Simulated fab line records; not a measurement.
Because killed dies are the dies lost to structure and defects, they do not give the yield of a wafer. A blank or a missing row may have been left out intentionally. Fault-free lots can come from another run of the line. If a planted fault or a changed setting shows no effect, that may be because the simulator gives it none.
Which tool is to blame? -- flow sky130 -- 14 lots with 42 wafers sampled at 5 steps, on a route of 708 steps

== WHAT THE GAUGES READ, wafer by wafer ==
SKY_LDD_N_TW_MEAS_17.
lot,measured,on,LDD_N_TW
L848,day 17 03:07,film metro-01,2557 2546 2546
L849,day 17 17:14,film metro-01,2550 2564 2556
L850,day 18 00:13,film metro-03,2587 2593 2591
L851,day 18 13:40,film metro-01,2562 2549 2569
L852,day 19 09:00,film metro-01,2539 2533 2535
L853,day 20 00:07,film metro-04,2574 2583 2573
L854,day 20 10:25,film metro-01,2559 2566 2571
L855,day 20 14:03,film metro-01,2568 2559 2559
L865,day 23 15:11,film metro-04,2437 2432 2433
L864,day 24 01:31,film metro-04,2429 2430 2427
L867,day 24 17:01,film metro-03,2584 2599 2595
L868,day 25 17:04,film metro-03,2591 2601 2604
L869,day 26 10:00,film metro-03,2577 2570 2596
L870,day 26 11:40,film metro-03,2579 2581 2578

SKY_SD_P_OVL_MEAS_08.
lot,measured,on,SD_P_OVL (nm)
L848,day 24 17:49,overlay-02,0.3 0.8 0.1
L849,day 25 09:15,overlay-02,-0.7 0.8 -2.1
L850,day 25 15:32,overlay-02,-1.7 0.4 1.6
L851,day 26 04:59,overlay-02,0.3 0.9 0.3
L852,day 26 22:50,overlay-02,-3.2 -2.6 -2.5
L853,day 27 12:32,overlay-02,-0.6 1.3 0.2
L854,day 27 21:25,overlay-02,0.7 1.8 1.2
L855,day 28 01:28,overlay-02,0.8 1.4 1.8
L867,day 31 23:02,overlay-02,-1.4 -0.4 0.3
L868,day 32 17:29,overlay-02,3.2 1.2 2.3
L869,day 33 11:46,overlay-02,-0.7 1.5 0.5
L870,day 33 11:10,overlay-02,-1.7 0.4 -0.1

SKY_LI_CONTACT_BOW_MEAS_03.
lot,measured,on,LI_CONTACT_BOW (um)
L848,day 27 05:51,film metro-02,63 57 57
L849,day 27 20:30,film metro-01,63 55 55
L850,day 28 03:41,film metro-01,46 59 56
L851,day 28 16:43,film metro-02,58 62 63
L852,day 29 08:21,film metro-01,57 62 60
L853,day 29 21:29,film metro-01,47 41 49
L854,day 30 04:55,film metro-02,56 68 64
L855,day 30 07:49,film metro-04,54 53 64
L867,day 34 05:58,film metro-02,59 55 49
L868,day 34 23:44,film metro-02,56 61 62
L869,day 35 18:08,film metro-04,51 64 58
L870,day 35 17:46,film metro-01,68 53 57

== WHAT TOOL EACH LOT RAN ON (gives the tool, then ch and the chambers of the sampled wafers, and finally the start) ==
lot,SKY_LDD_N_IMPLANT_08,SKY_LDD_N_STRIP_16
L848,"implanter-02 ch 0, day 17 01:49","plasma asher-02 ch 0,1, day 17 03:01"
L849,"implanter-02 ch 0, day 17 15:59","plasma asher-03 ch 0,1, day 17 17:08"
L850,"implanter-03 ch 0, day 17 22:56","plasma asher-03 ch 0,1, day 18 00:07"
L851,"implanter-02 ch 0, day 18 12:23","plasma asher-04 ch 0,1, day 18 13:34"
L852,"implanter-03 ch 0, day 19 07:42","plasma asher-04 ch 0,1, day 19 08:54"
L853,"implanter-03 ch 0, day 19 22:51","plasma asher-03 ch 0,1, day 20 00:02"
L854,"implanter-03 ch 0, day 20 09:07","plasma asher-02 ch 0,1, day 20 10:18"
L855,"implanter-01 ch 0, day 20 10:33","plasma asher-02 ch 0,1, day 20 13:57"
L865,"implanter-02, day 23 13:54","plasma asher-03 ch 0,1, day 23 15:04"
L864,"implanter-01, day 24 00:15","plasma asher-02 ch 0,1, day 24 01:26"
L867,"implanter-01 ch 0, day 24 15:43","plasma asher-03 ch 0,1, day 24 16:55"
L868,"implanter-01 ch 0, day 25 15:48","plasma asher-04 ch 0,1, day 25 16:59"
L869,"implanter-03 ch 0, day 26 08:42","plasma asher-02 ch 0, day 26 09:54"
L870,"implanter-03 ch 0, day 26 10:22","plasma asher-04 ch 0,1, day 26 11:34"
- SKY_LDD_N_IMPLANT_08
- SKY_LDD_N_STRIP_16: strips in O2/N2.

== WHAT THE TOOLS THEMSELVES READ (means of the sampled wafers that have a number; where no wafer has one, the mark that the record gives instead) ==
SKY_LDD_N_IMPLANT_08.
lot,tool,beam energy keV,beam on s (s),dose ions cm2
L848,implanter-02,19.999,10.20,7.491e+13
L849,implanter-02,20.001,9.83,7.508e+13
L850,implanter-03,19.997,9.77,7.505e+13
L851,implanter-02,20.001,10.01,7.503e+13
L852,implanter-03,20.000,9.96,7.497e+13
L853,implanter-03,20.001,10.16,7.500e+13
L854,implanter-03,20.006,10.14,7.507e+13
L855,implanter-01,19.997,9.99,7.496e+13
L865,implanter-02,-,-,-
L864,implanter-01,-,-,-
L867,implanter-01,19.998,10.11,7.503e+13
L868,implanter-01,19.999,9.87,7.495e+13
L869,implanter-03,19.990,10.09,7.506e+13
L870,implanter-03,19.996,9.92,7.493e+13

SKY_LDD_N_STRIP_16.
lot,tool,drypump motor current A (A),n2 flow sccm (sccm),oes product au (a.u.),strip time to endpoint s (s)
L848,plasma asher-02,5.93,300.5,0.411,4.304
L849,plasma asher-03,6.08,300.5,0.409,4.300
L850,plasma asher-03,5.74,299.4,0.411,4.297
L851,plasma asher-04,5.68,299.8,0.408,4.314
L852,plasma asher-04,5.79,298.9,0.406,4.331
L853,plasma asher-03,5.73,299.9,0.406,4.322
L854,plasma asher-02,5.92,299.8,0.410,4.316
L855,plasma asher-02,6.05,300.5,0.408,4.336
L865,plasma asher-03,6.10,299.5,0.408,4.134
L864,plasma asher-02,5.93,300.1,0.403,4.130
L867,plasma asher-03,6.08,300.3,0.407,4.308
L868,plasma asher-04,5.81,299.4,0.412,4.315
L869,plasma asher-02,5.85,300.6,0.408,4.317
L870,plasma asher-04,5.82,299.0,0.408,4.313

== THE ANSWER, worked out from the rows above alone ==
Rule: usual is defined by the lots themselves. Put in order of their means at a reading, lots are off if they are a third of the lots or fewer, leave a main group of 4 or more, and stand apart from it by a gap of 3 or more times the standard deviation of the main group's means; of several such gaps the widest counts. A main group is skipped when, at the precision printed for the reading in the tables above, its means are all equal. Also off: a lot with no number at a reading for which 4 or more lots have one. The other lots that the step has rows for count as sound. The gauges are gone through in route order, then the tools' own readings, and for those a lot's mean is taken as printed above. The first step at which some lot is off is used, and at that step the reading that is off furthest; a lot without a number counts as furthest.
Off: L865, L864, seen at SKY_LDD_N_TW_MEAS_17 (LDD_N_TW). Mean 2571 and standard deviation 18 in the main group.
A tool fits if, at a process step before that reading, it ran every lot that is off, and no sound lot after the first of them. The gauges at SKY_LDD_N_TW_MEAS_17 aren't tried: what is off there is off at SKY_LDD_N_IMPLANT_08 too, on other tools, and a gauge's error can't cause that. None of those tried fits.

== WHAT THE SIMULATOR HAD PUT IN ==
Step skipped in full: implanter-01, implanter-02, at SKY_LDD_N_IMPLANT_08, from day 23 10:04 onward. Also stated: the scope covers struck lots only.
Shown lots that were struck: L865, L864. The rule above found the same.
